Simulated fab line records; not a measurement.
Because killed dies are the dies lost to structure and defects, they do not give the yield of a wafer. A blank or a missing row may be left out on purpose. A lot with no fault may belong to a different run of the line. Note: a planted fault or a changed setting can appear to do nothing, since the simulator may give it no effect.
Which tool did it? | flow gf180mcu | Sampling: 10 lots, 30 wafers, 5 of 602 route steps

## WHAT THE GAUGES READ, wafer by wafer
GF_MIM_RS_MEAS_10: a four-point-probe measurement.
lot  | measured     | on           | MIM_ALCU_RS (ohm/sq)
L850 | day 25 20:29 | filmMetro-02 | 0.1618 0.1631 0.1616
L851 | day 25 21:33 | filmMetro-04 | 0.1621 0.1598 0.1600
L852 | day 26 13:17 | filmMetro-04 | 0.1607 0.1619 0.1627
L856 | day 27 20:41 | filmMetro-04 | 0.1596 0.1591 0.1596 0.1599 0.1592 0.1599
L857 | day 27 21:12 | filmMetro-02 | 0.1602 0.1579 0.1572
L865 | day 30 04:23 | filmMetro-02 | 0.1624 0.1621 0.1633
L868 | day 30 18:28 | filmMetro-02 | 0.1562 0.1575 0.1575
L869 | day 31 02:08 | filmMetro-04 | 0.1613 0.1607 0.1593
L870 | day 31 10:02 | filmMetro-04 | 0.1601 0.1619 0.1611
L872 | day 32 00:11 | filmMetro-01 | 0.1597 0.1576 0.1585

## EACH LOT AND THE TOOL THAT RAN IT (in order: tool; ch and the chambers of the sampled wafers; start)
lot  | GF_MIM_SPUTTER_02           | GF_MIM_SPUTTER_03           | GF_MIM_SPUTTER_04           | GF_MIM_SPUTTER_07
L850 | pvdSputter-01, day 25 20:08 | pvdSputter-01, day 25 20:10 | pvdSputter-01, day 25 20:11 | pvdSputter-03, day 25 20:20
L851 | pvdSputter-01, day 25 21:16 | pvdSputter-01, day 25 21:17 | pvdSputter-01, day 25 21:19 | pvdSputter-03, day 25 21:27
L852 | pvdSputter-01, day 26 12:59 | pvdSputter-01, day 26 13:01 | pvdSputter-01, day 26 13:02 | pvdSputter-03, day 26 13:11
L856 | pvdSputter-01, day 27 20:23 | pvdSputter-01, day 27 20:25 | pvdSputter-01, day 27 20:26 | pvdSputter-03, day 27 20:35
L857 | pvdSputter-01, day 27 20:53 | pvdSputter-01, day 27 20:55 | pvdSputter-01, day 27 20:57 | pvdSputter-04, day 27 21:05
L865 | pvdSputter-01, day 30 04:02 | pvdSputter-01, day 30 04:04 | pvdSputter-01, day 30 04:05 | pvdSputter-04, day 30 04:14
L868 | pvdSputter-04, day 30 18:11 | pvdSputter-04, day 30 18:13 | pvdSputter-04, day 30 18:14 | pvdSputter-01, day 30 18:22
L869 | pvdSputter-04, day 31 01:50 | pvdSputter-04, day 31 01:52 | pvdSputter-04, day 31 01:53 | pvdSputter-03, day 31 02:02
L870 | pvdSputter-01, day 31 09:44 | pvdSputter-01, day 31 09:46 | pvdSputter-01, day 31 09:47 | pvdSputter-04, day 31 09:55
L872 | pvdSputter-03, day 31 23:51 | pvdSputter-03, day 31 23:53 | pvdSputter-03, day 31 23:54 | pvdSputter-04, day 32 00:02
- GF_MIM_SPUTTER_02: material AlCu, target thk 450 nm, time 23.9 s.
- GF_MIM_SPUTTER_03: material Ti, target thk 10 nm, time 6.7 s.
- GF_MIM_SPUTTER_04: material TiN, target thk 50 nm, time 41.7 s.
- GF_MIM_SPUTTER_07: material TiN, target thk 60 nm, time 50 s.

## WHAT THE TOOLS THEMSELVES READ (means of the sampled wafers that have a number; where no wafer has one, the mark that the record gives instead)
GF_MIM_SPUTTER_02.
lot  | tool          | cathodeDcPowerW (W) | throttleValvePct (%)
L850 | pvdSputter-01 | 10599               | 30.2
L851 | pvdSputter-01 | 10600               | 30.5
L852 | pvdSputter-01 | 10601               | 30.7
L856 | pvdSputter-01 | 10600               | 30.0
L857 | pvdSputter-01 | 10599               | 30.1
L865 | pvdSputter-01 | 10599               | 29.9
L868 | pvdSputter-04 | 10600               | 29.3
L869 | pvdSputter-04 | 10600               | 29.7
L870 | pvdSputter-01 | 10600               | 29.9
L872 | pvdSputter-03 | 10602               | 28.4

GF_MIM_SPUTTER_03.
lot  | tool          | cathodeDcPowerW (W) | throttleValvePct (%)
L850 | pvdSputter-01 | 3000.0              | 30.0
L851 | pvdSputter-01 | 2999.4              | 30.7
L852 | pvdSputter-01 | 3000.0              | 30.5
L856 | pvdSputter-01 | 3000.3              | 30.1
L857 | pvdSputter-01 | 2999.9              | 29.8
L865 | pvdSputter-01 | 3000.9              | 29.9
L868 | pvdSputter-04 | 2999.9              | 29.2
L869 | pvdSputter-04 | 3000.1              | 29.8
L870 | pvdSputter-01 | 3000.2              | 29.6
L872 | pvdSputter-03 | 2999.6              | 28.3

GF_MIM_SPUTTER_04.
lot  | tool          | cathodeDcPowerW (W) | throttleValvePct (%)
L850 | pvdSputter-01 | 6500.7              | 30.2
L851 | pvdSputter-01 | 6500.0              | 30.6
L852 | pvdSputter-01 | 6499.6              | 30.5
L856 | pvdSputter-01 | 6500.1              | 30.1
L857 | pvdSputter-01 | 6500.3              | 29.8
L865 | pvdSputter-01 | 6499.6              | 29.9
L868 | pvdSputter-04 | 6500.5              | 29.2
L869 | pvdSputter-04 | 6499.7              | 29.8
L870 | pvdSputter-01 | 6500.0              | 29.8
L872 | pvdSputter-03 | 6499.5              | 28.4

GF_MIM_SPUTTER_07.
lot  | tool          | cathodeDcPowerW (W) | throttleValvePct (%)
L850 | pvdSputter-03 | 6500.2              | 31.0
L851 | pvdSputter-03 | 6500.4              | 29.3
L852 | pvdSputter-03 | 6499.7              | 28.7
L856 | pvdSputter-03 | 6500.1              | 29.7
L857 | pvdSputter-04 | 6500.9              | 29.4
L865 | pvdSputter-04 | 6499.7              | 29.4
L868 | pvdSputter-01 | 6499.2              | 30.2
L869 | pvdSputter-03 | 6500.4              | 30.0
L870 | pvdSputter-04 | 6499.9              | 28.6
L872 | pvdSputter-04 | 6498.6              | 29.8

## THE ANSWER, worked out from the rows above alone
Rule: the lots themselves supply what counts as usual. The widest of any qualifying gaps counts: lots, ordered by their means at a reading, are off when they make up no more than a third of the lots, leave a main group of 4 or more, and stand apart from it by 3 or more times the standard deviation of that group's means. A main group is skipped when, at the precision printed for the reading in the tables above, its means are all equal. A lot without any number at a reading at which 4 lots or more have one is off too. The other lots that the step has rows for count as sound. The gauges are gone through in route order, then the tools' own readings, and for those a lot's mean is taken as printed above. At the first step where some lot is off, the reading lying furthest off is the one used; lots without a number count as furthest.
No lot is off at any reading shown: from this, nothing can be told.

## WHAT HAD BEEN PUT IN BY THE SIMULATOR
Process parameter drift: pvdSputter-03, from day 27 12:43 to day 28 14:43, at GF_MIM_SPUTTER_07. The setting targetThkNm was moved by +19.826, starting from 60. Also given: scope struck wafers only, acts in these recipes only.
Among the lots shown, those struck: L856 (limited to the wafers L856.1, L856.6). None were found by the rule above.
